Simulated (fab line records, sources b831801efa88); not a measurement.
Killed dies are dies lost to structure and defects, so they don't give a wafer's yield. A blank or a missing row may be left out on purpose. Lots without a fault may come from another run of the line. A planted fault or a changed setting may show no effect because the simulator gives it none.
fab line records | flow gf180mcu
record lots=5 wafers=23
route steps=602 shown SAB@264 SALICIDE@281 CONTACT@287 M1@315
start_h: hours from the record's first day to the start of the lot's first wafer shown | wait_h: hours since the lot's step before | " the same as in the row above | L1.1+2: a row that stands for several wafers | - no value, or no start given | * or withheld: withheld | < > ~ a bound
route shown NAME@n: a module of which the file shows steps, and the number in the route of the first | usual: mean/standard deviation of fault-free wafers | same: alike in all rows | chamber/n: place in a boat | sites: the reading at each site | _std_site: their standard deviation | _edge_site: outer sites' mean less inner sites' | radius_mm: how far each site lies from the wafer's centre | mask NAME#n: copy n | behind: the tool/chamber that last shaped the wafer | hold: why the lot was held/for how many hours/how that ended | device: the transistor (n, p or np) that didn't switch | end of line: the same wafers' tests at the end of the route | a step without rows: its recipe alone | killed: dies lost to structure and defects at the first sort, not the wafer's yield | map: a wafer's dies, x killed, . not, _ none there
set.NAME: the setting as run; set.NAME@STEP: as run at that earlier step | model.NAME: the simulator's own value behind a step, which no gauge read
lots whose settings were changed on purpose; a table a step, a row a wafer
## steps
# step GF_SAB_CVD_00
# recipe material=SiO2 target_thk_nm=50 precursor=TEOS temp_c=400 time_s=4.9302 rf_w=600
# columns lot.wafer tool chamber start_h wait_h set.time_s model.SiO2_of_SAB_CVD_00.thk_nm
L074.2 pecvd-04 2 317.24 0.1 4.9302 49.45
L074.4 " 2 " " 4.9302 50.49
L074.6 " 0 " " 4.9302 50.41
L076.1 pecvd-04 2 332.83 0.1 4.9302 49.78
L076.2 " 1 " " 4.9302 49.58
L076.3 " 0 " " 4.9302 49.65
L076.5 " 1 " " 4.9302 50.1
L076.6 " 0 " " 4.9302 50.7
L077.1 pecvd-03 0 342.23 0.1 4.9302 49.42
L077.3 " 2 " " 4.9302 49.77
L077.4 " 2 " " 4.372 44.74
L077.5 " 1 " " 4.9302 50.32
L077.6 " 0 " " 4.372 44.48
L081.2 pecvd-02 0 375.66 0.1 5.552 55.75
L081.3 " 2 " " 5.552 54.57
L081.4 " 2 " " 5.552 55.61
L081.5 " 0 " " 4.9302 50.07
L081.6 " 1 " " 4.9302 49.8
L084.1 pecvd-02 0 408.71 0.1 4.9302 49.24
L084.2 " 2 " " 4.4 43.25
L084.3 " 1 " " 4.4 43.3
L084.4 " 1 " " 4.9302 50
L084.5 " 2 " " 4.4 43.83
# step GF_SAB_THK_MEAS_01
# recipe reads=SiO2_of_SAB_CVD_00
# usual SAB_CVD_00_THK=49.8/0.62
# columns lot.wafer tool chamber start_h wait_h set.time_s@SAB_CVD_00 SAB_CVD_00_THK[nm]
L074.2 film_metro-01 - 317.27 0.0 4.9302 49.5
L074.4 " - " " 4.9302 50.4
L074.6 " - " " 4.9302 50.5
L076.1 film_metro-02 - 332.85 0.0 4.9302 49.7
L076.2 " - " " 4.9302 49.6
L076.3 " - " " 4.9302 49.7
L076.5 " - " " 4.9302 50.1
L076.6 " - " " 4.9302 50.7
L077.1 film_metro-01 - 342.25 0.0 4.9302 49.4
L077.3 " - " " 4.9302 49.8
L077.4 " - " " 4.372 44.7
L077.5 " - " " 4.9302 50.3
L077.6 " - " " 4.372 44.5
L081.2 film_metro-04 - 375.69 0.0 5.552 55.8
L081.3 " - " " 5.552 54.6
L081.4 " - " " 5.552 55.6
L081.5 " - " " 4.9302 50.1
L081.6 " - " " 4.9302 49.8
L084.1 film_metro-01 - 408.73 0.0 4.9302 49.3
L084.2 " - " " 4.4 43.3
L084.3 " - " " 4.4 43.3
L084.4 " - " " 4.9302 50.0
L084.5 " - " " 4.4 43.8
# step GF_SAB_DEVELOP_08
# recipe develop_time_s=60 dev_temp_c=23
# columns lot.wafer tool chamber start_h wait_h set.develop_time_s
L074.2+4+6 litho_track-04 0 337.35 0.1 60
L076.1+6 litho_track-04 0 354.27 0.1 67.15
L076.2+3+5 " 0 " " 60
L077.1+6 litho_track-01 0 363.54 0.1 57.03
L077.3+4+5 " 0 " " 60
L081.2+3+4+5+6 litho_track-01 0 398.71 0.1 60
L084.1+5 litho_track-04 0 431.17 0.1 60
L084.2+3+4 " 0 " " 54.89
# step GF_SAB_CD_MEAS_09
# recipe target_cd_nm=420
# usual cd_nm=418.9/2.5
# columns lot.wafer tool chamber start_h wait_h set.develop_time_s@SAB_DEVELOP_08 cd_nm
L074.2 cd_sem-01 - 337.49 0.1 60 418.0
L074.4 " - " " 60 417.5
L074.6 " - " " 60 416.6
L076.1 cd_sem-01 - 354.42 0.1 67.15 412.0
L076.2 " - " " 60 421.0
L076.3 " - " " 60 422.9
L076.5 " - " " 60 420.4
L076.6 " - " " 67.15 411.7
L077.1 cd_sem-02 - 363.69 0.1 57.03 419.2
L077.3 " - " " 60 414.3
L077.4 " - " " 60 414.5
L077.5 " - " " 60 412.5
L077.6 " - " " 57.03 419.9
L081.2 cd_sem-01 - 398.86 0.1 60 415.8
L081.3 " - " " 60 416.9
L081.4 " - " " 60 417.0
L081.5 " - " " 60 417.1
L081.6 " - " " 60 418.1
L084.1 cd_sem-02 - 431.32 0.1 60 419.0
L084.2 " - " " 54.89 427.0
L084.3 " - " " 54.89 428.4
L084.4 " - " " 54.89 429.9
L084.5 " - " " 60 419.6
# step GF_SAB_ETCH_11
# recipe chemistry=C4F8/O2/Ar mask_material=NOVOLAK target=SiO2 target_depth_nm=55 source_w=1500 bias_w=1200 pressure_mtorr=40 c4f8_flow_sccm=withheld O2_flow_sccm=6 Ar_flow_sccm=300 time_s=8.5
# columns lot.wafer tool chamber start_h wait_h set.develop_time_s@SAB_DEVELOP_08 model.SAB.cd_nm
L074.2 rie_diel-03 1 337.63 0.0 60 418.3
L074.4 " 2 " " 60 417.2
L074.6 " 1 " " 60 417
L076.1 rie_diel-03 1 354.58 0.0 67.15 412.1
L076.2 " 0 " " 60 421.5
L076.3 " 2 " " 60 422.7
L076.5 " 3 " " 60 420.8
L076.6 " 0 " " 67.15 411.8
L077.1 rie_diel-03 0 363.85 0.0 57.03 419.4
L077.3 " 0 " " 60 414.2
L077.4 " 2 " " 60 414.5
L077.5 " 2 " " 60 412.4
L077.6 " 0 " " 57.03 419.9
L081.2 rie_diel-03 3 398.99 0.0 60 415.6
L081.3 " 2 " " 60 416.5
L081.4 " 0 " " 60 417.4
L081.5 " 0 " " 60 417
L081.6 " 1 " " 60 417.8
L084.1+5 rie_diel-04 2,1 431.48 0.0 60 419.6
L084.2 " 3 " " 54.89 426.6
L084.3 " 1 " " 54.89 428.6
L084.4 " 0 " " 54.89 429.8
# step GF_SALICIDE_SPUTTER_03
# recipe material=TiN target_thk_nm=20 power_w=6500 time_s=16.7 chamber_pressure_pa=0.4
# columns lot.wafer tool chamber start_h wait_h set.time_s model.TiN_of_SALICIDE_SPUTTER_03.thk_nm
L074.2 pvd_sputter-01 - 338.01 0.0 16.7 20.32
L074.4 " - " " 16.7 20.2
L074.6 " - " " 16.7 20.3
L076.1 pvd_sputter-01 - 354.94 0.0 16.7 20.35
L076.2 " - " " 16.7 20.28
L076.3 " - " " 18.06 21.94
L076.5 " - " " 18.06 21.92
L076.6 " - " " 18.06 21.95
L077.1 pvd_sputter-01 - 364.22 0.0 17.77 21.31
L077.3 " - " " 16.7 20.06
L077.4 " - " " 17.77 21.29
L077.5 " - " " 16.7 19.82
L077.6 " - " " 17.77 21.36
L081.2 pvd_sputter-01 - 399.36 0.0 16.7 19.99
L081.3 " - " " 16.7 20.2
L081.4 " - " " 16.7 20.3
L081.5 " - " " 16.7 20.33
L081.6 " - " " 16.7 20.15
L084.1 pvd_sputter-01 - 431.84 0.0 18.65 22.8
L084.2 " - " " 16.7 20.48
L084.3 " - " " 18.65 22.5
L084.4 " - " " 16.7 20.32
L084.5 " - " " 18.65 22.72
# step GF_SALICIDE_RS_MEAS_04
# recipe thk_meas_gauge=four-point-probe reads=TiN_of_SALICIDE_SPUTTER_03+Co_of_SALICIDE_SPUTTER_02
# usual SALICIDE_TIN_RS=16.3/0.33
# columns lot.wafer tool chamber start_h wait_h set.time_s@SALICIDE_SPUTTER_03 SALICIDE_TIN_RS[ohm/sq]
L074.2 film_metro-01 - 338.05 0.0 16.7 16.5
L074.4 " - " " 16.7 16.1
L074.6 " - " " 16.7 16.4
L076.1 film_metro-01 - 354.97 0.0 16.7 16.1
L076.2 " - " " 16.7 15.8
L076.3 " - " " 18.06 15.6
L076.5 " - " " 18.06 15.6
L076.6 " - " " 18.06 15.5
L077.1 film_metro-04 - 364.25 0.0 17.77 15.7
L077.3 " - " " 16.7 16.3
L077.4 " - " " 17.77 15.7
L077.5 " - " " 16.7 16.4
L077.6 " - " " 17.77 15.8
L081.2 film_metro-01 - 399.41 0.0 16.7 16.4
L081.3 " - " " 16.7 16.0
L081.4 " - " " 16.7 16.3
L081.5 " - " " 16.7 16.4
L081.6 " - " " 16.7 16.3
L084.1 film_metro-04 - 431.87 0.0 18.65 15.2
L084.2 " - " " 16.7 15.9
L084.3 " - " " 18.65 15.5
L084.4 " - " " 16.7 15.9
L084.5 " - " " 18.65 15.3
# step GF_SALICIDE_THK_MEAS_05
# recipe thk_meas_gauge=xrf reads=TiN_of_SALICIDE_SPUTTER_03
# usual SALICIDE_TIN_THK=20.31/0.25
# columns lot.wafer tool chamber start_h wait_h set.time_s@SALICIDE_SPUTTER_03 SALICIDE_TIN_THK[nm]
L074.2 film_metro-01 - 338.16 0.1 16.7 20.64
L074.4 " - " " 16.7 20.46
L074.6 " - " " 16.7 20.50
L076.1 film_metro-01 - 355.09 0.1 16.7 20.57
L076.2 " - " " 16.7 20.54
L076.3 " - " " 18.06 22.19
L076.5 " - " " 18.06 22.18
L076.6 " - " " 18.06 22.17
L077.1 film_metro-04 - 364.37 0.1 17.77 21.51
L077.3 " - " " 16.7 20.26
L077.4 " - " " 17.77 21.55
L077.5 " - " " 16.7 19.97
L077.6 " - " " 17.77 21.55
L081.2 film_metro-01 - 399.52 0.1 16.7 20.13
L081.3 " - " " 16.7 20.36
L081.4 " - " " 16.7 20.38
L081.5 " - " " 16.7 20.41
L081.6 " - " " 16.7 20.34
L084.1 film_metro-04 - 431.99 0.1 18.65 23.05
L084.2 " - " " 16.7 20.76
L084.3 " - " " 18.65 22.96
L084.4 " - " " 16.7 20.68
L084.5 " - " " 18.65 23.17
# step GF_CONTACT_CVD_00
# recipe material=SiO2 target_thk_nm=300 sigma_open_frac=0.3 temp_c=400 time_s=50 sih4_flow_sccm=60 pressure_mtorr=6
# columns lot.wafer tool chamber start_h wait_h set.sih4_flow_sccm model.SiO2_of_CONTACT_CVD_00.thk_nm
L074.2 hdpcvd-02 1 338.50 0.1 60 305.6
L074.4 " 1 " " 60 301.9
L074.6 " 2 " " 60 303.5
L076.1 hdpcvd-02 0 355.44 0.1 60 305.9
L076.2 " 2 " " 51.87 258.5
L076.3 " 1 " " 60 302.5
L076.5 " 1 " " 51.87 263.1
L076.6 " 0 " " 60 301.2
L077.1 hdpcvd-02 1 364.72 0.1 60 302.1
L077.3 " 0 " " 63.68 320.8
L077.4 " 2 " " 63.68 316.8
L077.5 " 1 " " 60 299.8
L077.6 " 0 " " 63.68 318.1
L081.2 hdpcvd-01 2 399.86 0.1 54.53 271.3
L081.3 " 1 " " 54.53 272.8
L081.4 " 2 " " 60 301.4
L081.5 " 1 " " 60 300.4
L081.6 " 0 " " 54.53 272.2
L084.1 hdpcvd-01 0 432.34 0.1 60 298.8
L084.2 " 1 " " 60 301.8
L084.3 " 2 " " 52.14 259.1
L084.4 " 1 " " 52.14 261.3
L084.5 " 2 " " 60 299.8
# step GF_CONTACT_THK_MEAS_01
# recipe reads=SiO2_of_CONTACT_CVD_00
# usual CONTACT_CVD_00_THK=300.3/2.9
# columns lot.wafer tool chamber start_h wait_h set.sih4_flow_sccm@CONTACT_CVD_00 CONTACT_CVD_00_THK[nm]
L074.2 film_metro-02 - 338.56 0.0 60 305.8
L074.4 " - " " 60 301.9
L074.6 " - " " 60 303.6
L076.1 film_metro-03 - 355.49 0.0 60 305.9
L076.2 " - " " 51.87 258.4
L076.3 " - " " 60 302.5
L076.5 " - " " 51.87 263.1
L076.6 " - " " 60 301.4
L077.1 film_metro-03 - 364.76 0.0 60 302.0
L077.3 " - " " 63.68 320.7
L077.4 " - " " 63.68 317.0
L077.5 " - " " 60 299.9
L077.6 " - " " 63.68 318.2
L081.2 film_metro-03 - 399.92 0.0 54.53 271.4
L081.3 " - " " 54.53 272.7
L081.4 " - " " 60 301.2
L081.5 " - " " 60 300.4
L081.6 " - " " 54.53 272.2
L084.1 film_metro-01 - 432.38 0.0 60 298.6
L084.2 " - " " 60 301.8
L084.3 " - " " 52.14 259.1
L084.4 " - " " 52.14 261.2
L084.5 " - " " 60 299.7
# step GF_CONTACT_CMP_04
# recipe material=SiO2 down_force_psi=4 platen_rpm=60 pad_velocity_m_s=0.94248
# columns lot.wafer tool chamber start_h wait_h set.leave_above_ref_nm model.SiO2_of_CONTACT_CVD_02.thk_nm
L074.4 cmp-02 3 338.84 0.1 560 561.4
L074.2 " 0 " " 560 560
L074.6 " 1 " " 560 560.3
L076.1 cmp-01 3 356.40 0.8 541.7 541.7
L076.3 " 0 " " 541.7 541.6
L076.2 " 2 " " 560 559.2
L076.6 " 3 " " 560 559.3
L076.5 " 0 " " 541.7 540.2
L077.3 cmp-02 1 365.18 0.3 560 558
L077.1 " 3 " " 560 560.2
L077.4 " 0 " " 560 559.3
L077.6 " 1 " " 560 559.7
L077.5 " 2 " " 560 559
L081.3 cmp-02 1 400.10 0.0 537.5 539.3
L081.4 " 3 " " 560 561.6
L081.2 " 0 " " 537.5 537.5
L081.6 " 1 " " 560 560.2
L081.5 " 2 " " 560 561.7
L084.2 cmp-01 2 432.57 0.0 560 559.7
L084.1 " 3 " " 560 560
L084.4 " 0 " " 534.7 533
L084.3 " 1 " " 560 559.4
L084.5 " 2 " " 534.7 534.6
# step GF_CONTACT_ETCH_16
# recipe chemistry=N2/H2 target_depth_a=withheld overetch_a=withheld time_s=withheld target=BARC ion_energy_ev=200 source_w=500 bias_w=100 pressure_mtorr=30 n2_flow_sccm=100 h2_flow_sccm=200
# columns lot.wafer tool chamber start_h wait_h set.source_w
L074.2+4+6 rie_diel-03 2,0,0 360.89 0.0 500
L076.1+2+5 rie_diel-03 0,3,2 378.58 0.0 500
L076.3+6 " 1 " " 466.5
L077.1+3 rie_diel-01 0,2 388.03 0.0 446.3
L077.4+5+6 " 0,3,2 " " 500
L081.2+4 rie_diel-04 2,3 424.18 0.0 500
L081.3+5+6 " 0,2,1 " " 469.7
L084.1+2 rie_diel-04 1,0 457.38 0.0 500
L084.3+4+5 " 2,1,0 " " 461.2
# step GF_CONTACT_ETCH_17
# recipe chemistry=C4F8/O2/Ar mask_material=KrF target=SiO2 stop_on=CoSi2 source_w=1500 bias_w=1200 pressure_mtorr=40 c4f8_flow_sccm=withheld O2_flow_sccm=6 Ar_flow_sccm=300 time_s=withheld target_depth_a=8600
# usual oes_product_au=0.816/0.0044
# columns lot.wafer tool chamber start_h wait_h set.sih4_flow_sccm@CONTACT_CVD_00 set.leave_above_ref_nm@CONTACT_CMP_04 oes_product_au model.CONTACT.feature_depth_nm
L074.2 rie_diel-03 2 - - 60 560 0.821 865.6
L074.4 " 0 " " 60 560 0.818 863.3
L074.6 " 0 " " 60 560 0.820 863.8
L076.1 rie_diel-03 0 - - 60 541.7 0.804 847.5
L076.2 " 3 " " 51.87 560 0.788 817.7
L076.3 " 1 " " 60 541.7 0.810 844.2
L076.5 " 2 " " 51.87 541.7 0.787 803.3
L076.6 " 1 " " 60 560 0.819 860.5
L077.1 rie_diel-01 0 - - 60 560 0.818 862.3
L077.3 " 2 " " 63.68 560 0.828 878.8
L077.4 " 0 " " 63.68 560 0.819 876.2
L077.5 " 3 " " 60 560 0.814 858.7
L077.6 " 2 " " 63.68 560 0.822 877.7
L081.2 rie_diel-04 2 - - 54.53 537.5 0.789 808.8
L081.3 " 0 " " 54.53 537.5 0.793 812.1
L081.4 " 3 " " 60 560 0.820 863
L081.5 " 2 " " 60 560 0.812 862.2
L081.6 " 1 " " 54.53 560 0.803 832.4
L084.1 rie_diel-04 1 - - 60 560 0.814 858.8
L084.2 " 0 " " 60 560 0.823 861.5
L084.3 " 2 " " 52.14 560 0.797 818.5
L084.4 " 1 " " 52.14 534.7 0.776 794.3
L084.5 " 0 " " 60 534.7 0.804 834.4
# step GF_CONTACT_CVD_24
# recipe material=W target_thk_nm=300 time_s=90.339 temp_c=400 pressure_torr=40
# columns lot.wafer tool chamber start_h wait_h set.temp_c model.W_of_CONTACT_CVD_24.thk_nm
L074.2 cvd_w-02 1 361.64 0.0 400 300
L074.4 " 1 " " 400 294.7
L074.6 " 1 " " 400 300.8
L076.1 cvd_w-02 0 379.23 0.0 392.2 257.5
L076.2 " 1 " " 400 297.3
L076.3 " 0 " " 400 293.2
L076.5 " 1 " " 400 297.4
L076.6 " 0 " " 392.2 253.8
L077.1 cvd_w-01 1 388.59 0.0 391 251.3
L077.3 " 0 " " 391 257.8
L077.4 " 1 " " 391 252.6
L077.5 " 0 " " 400 299.2
L077.6 " 1 " " 400 299.4
L081.2 cvd_w-02 1 424.77 0.0 407.8 346.4
L081.3 " 1 " " 407.8 345.7
L081.4 " 0 " " 400 301.8
L081.5 " 0 " " 407.8 344.9
L081.6 " 1 " " 400 299.6
L084.1 cvd_w-02 1 457.94 0.0 400 298.8
L084.2 " 0 " " 411.9 367.7
L084.3 " 1 " " 411.9 370.6
L084.4 " 0 " " 400 298.9
L084.5 " 0 " " 411.9 370.7
# step GF_CONTACT_RS_MEAS_25
# recipe thk_meas_gauge=four-point-probe reads=W_of_CONTACT_CVD_24+TiN_of_CONTACT_SPUTTER_23+Ti_of_CONTACT_SPUTTER_22
# usual CONTACT_W_RS=0.383/0.0043
# columns lot.wafer tool chamber start_h wait_h set.temp_c@CONTACT_CVD_24 CONTACT_W_RS[ohm/sq]
L074.2 film_metro-01 - 361.76 0.1 400 0.382
L074.4 " - " " 400 0.389
L074.6 " - " " 400 0.380
L076.1 film_metro-03 - 379.33 0.1 392.2 0.446
L076.2 " - " " 400 0.385
L076.3 " - " " 400 0.391
L076.5 " - " " 400 0.385
L076.6 " - " " 392.2 0.453
L077.1 film_metro-01 - 388.69 0.1 391 0.458
L077.3 " - " " 391 0.445
L077.4 " - " " 391 0.455
L077.5 " - " " 400 0.383
L077.6 " - " " 400 0.383
L081.2 film_metro-03 - 424.89 0.1 407.8 0.330
L081.3 " - " " 407.8 0.331
L081.4 " - " " 400 0.379
L081.5 " - " " 407.8 0.332
L081.6 " - " " 400 0.383
L084.1 film_metro-01 - 458.04 0.1 400 0.384
L084.2 " - " " 411.9 0.311
L084.3 " - " " 411.9 0.309
L084.4 " - " " 400 0.383
L084.5 " - " " 411.9 0.309
# step GF_CONTACT_THK_MEAS_26
# recipe thk_meas_gauge=xrf reads=W_of_CONTACT_CVD_24
# usual CONTACT_W_THK=302/3.6
# columns lot.wafer tool chamber start_h wait_h set.temp_c@CONTACT_CVD_24 CONTACT_W_THK[nm]
L074.2 film_metro-01 - 361.87 0.1 400 303
L074.4 " - " " 400 297
L074.6 " - " " 400 301
L076.1 film_metro-03 - 379.45 0.1 392.2 262
L076.2 " - " " 400 300
L076.3 " - " " 400 297
L076.5 " - " " 400 302
L076.6 " - " " 392.2 257
L077.1 film_metro-01 - 388.81 0.1 391 251
L077.3 " - " " 391 258
L077.4 " - " " 391 252
L077.5 " - " " 400 297
L077.6 " - " " 400 298
L081.2 film_metro-03 - 425.00 0.1 407.8 351
L081.3 " - " " 407.8 349
L081.4 " - " " 400 304
L081.5 " - " " 407.8 348
L081.6 " - " " 400 301
L084.1 film_metro-01 - 458.16 0.1 400 301
L084.2 " - " " 411.9 371
L084.3 " - " " 411.9 373
L084.4 " - " " 400 300
L084.5 " - " " 411.9 375
# step GF_CONTACT_CMP_27
# recipe stop_on=SiO2 down_force_psi=3.5 platen_rpm=60 t_overpolish_s=15 target_thk_nm=0 pad_velocity_m_s=0.94248
# usual time_to_endpoint_s=73/3.1
# columns lot.wafer tool chamber start_h wait_h set.temp_c@CONTACT_CVD_24 time_to_endpoint_s
L074.4 cmp-01 3 361.92 0.0 400 74
L074.2 " 2 " " 400 76
L074.6 " 3 " " 400 75
L076.2 cmp-01 0 379.51 0.0 400 72
L076.1 " 2 " " 392.2 62
L076.3 " 3 " " 400 76
L076.6 " 0 " " 392.2 60
L076.5 " 1 " " 400 74
L077.4 cmp-01 1 389.06 0.2 391 65
L077.3 " 2 " " 391 63
L077.1 " 3 " " 391 61
L077.5 " 1 " " 400 77
L077.6 " 2 " " 400 76
L081.3 cmp-01 3 425.30 0.3 407.8 80
L081.4 " 0 " " 400 70
L081.2 " 1 " " 407.8 80
L081.5 " 3 " " 407.8 82
L081.6 " 0 " " 400 67
L084.4 cmp-01 0 458.22 0.0 400 73
L084.3 " 1 " " 411.9 95
L084.2 " 2 " " 411.9 92
L084.1 " 3 " " 400 76
L084.5 " 0 " " 411.9 91
# step GF_M1_SPUTTER_00
# recipe material=Ti target_thk_nm=37.5 arriving_ion_energy_ev=80 substrate_temp_c=200 chamber_pressure_pa=2 power_w=4000 time_s=150
# columns lot.wafer tool chamber start_h wait_h set.time_s model.Ti_of_M1_SPUTTER_00.thk_nm
L074.2 pvd_sputter-01 - 362.22 0.1 150 37.42
L074.4 " - " " 150 37.29
L074.6 " - " " 150 37.36
L076.1 pvd_sputter-04 - 379.81 0.1 135.5 34.1
L076.2 " - " " 150 37.85
L076.3 " - " " 150 37.77
L076.5 " - " " 135.5 34
L076.6 " - " " 150 37.7
L077.1 pvd_sputter-01 - 389.36 0.1 137.4 33.87
L077.3 " - " " 150 36.72
L077.4 " - " " 137.4 33.84
L077.5 " - " " 150 36.69
L077.6 " - " " 150 36.61
L081.2 pvd_sputter-01 - 425.60 0.1 165.8 41.32
L081.3 " - " " 165.8 41.59
L081.4 " - " " 165.8 41.55
L081.5 " - " " 150 37.79
L081.6 " - " " 150 37.5
L084.1 pvd_sputter-02 - 458.52 0.1 150 37.88
L084.2+3 " - " " 150 37.68
L084.4 " - " " 150 37.56
L084.5 " - " " 150 37.57
## key
split step=GF_SAB_CVD_00 setting=time_s stated=4.9302 by=wafer
response step=GF_SAB_CVD_00 reading=model.SiO2_of_SAB_CVD_00.thk_nm change=+0.479 per=1% r=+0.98
response step=GF_SAB_THK_MEAS_01 reading=SAB_CVD_00_THK change=+0.48 per=1% r=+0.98
split step=GF_SAB_DEVELOP_08 setting=develop_time_s stated=60 by=wafer
response step=GF_SAB_CD_MEAS_09 reading=cd_nm change=-0.92 per=1% r=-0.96
response step=GF_SAB_ETCH_11 reading=model.SAB.cd_nm change=-0.919 per=1% r=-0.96
split step=GF_SALICIDE_SPUTTER_03 setting=time_s stated=16.7 by=wafer
response step=GF_SALICIDE_SPUTTER_03 reading=model.TiN_of_SALICIDE_SPUTTER_03.thk_nm change=+0.199 per=1% r=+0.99
response step=GF_SALICIDE_RS_MEAS_04 reading=SALICIDE_TIN_RS change=-0.0584 per=1% r=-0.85
response step=GF_SALICIDE_THK_MEAS_05 reading=SALICIDE_TIN_THK change=+0.204 per=1% r=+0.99
split step=GF_CONTACT_CVD_00 setting=sih4_flow_sccm stated=60 by=wafer
response step=GF_CONTACT_CVD_00 reading=model.SiO2_of_CONTACT_CVD_00.thk_nm change=+3.08 per=1% r=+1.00
response step=GF_CONTACT_THK_MEAS_01 reading=CONTACT_CVD_00_THK change=+3.08 per=1% r=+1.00
response step=GF_CONTACT_ETCH_17 reading=oes_product_au change=+0.0019 per=1% r=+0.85
response step=GF_CONTACT_ETCH_17 reading=model.CONTACT.feature_depth_nm change=+3.47 per=1% r=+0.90
split step=GF_CONTACT_CMP_04 setting=leave_above_ref_nm stated=560 by=wafer
response step=GF_CONTACT_CMP_04 reading=model.SiO2_of_CONTACT_CVD_02.thk_nm change=+5.67 per=1% r=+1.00
response step=GF_CONTACT_ETCH_17 reading=model.CONTACT.feature_depth_nm slope=+5.35 per=1% together_with=sih4_flow_sccm@CONTACT_CVD_00 explained=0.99
split step=GF_CONTACT_ETCH_16 setting=source_w stated=500 by=wafer
response none clear
split step=GF_CONTACT_CVD_24 setting=temp_c stated=400 by=wafer
response step=GF_CONTACT_CVD_24 reading=model.W_of_CONTACT_CVD_24.thk_nm change=+22.3 per=1% r=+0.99
response step=GF_CONTACT_RS_MEAS_25 reading=CONTACT_W_RS change=-0.0277 per=1% r=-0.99
response step=GF_CONTACT_THK_MEAS_26 reading=CONTACT_W_THK change=+22.5 per=1% r=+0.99
response step=GF_CONTACT_CMP_27 reading=time_to_endpoint_s change=* per=1% r=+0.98
split step=GF_M1_SPUTTER_00 setting=time_s stated=150 by=wafer
response step=GF_M1_SPUTTER_00 reading=model.Ti_of_M1_SPUTTER_00.thk_nm change=+0.364 per=1% r=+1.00
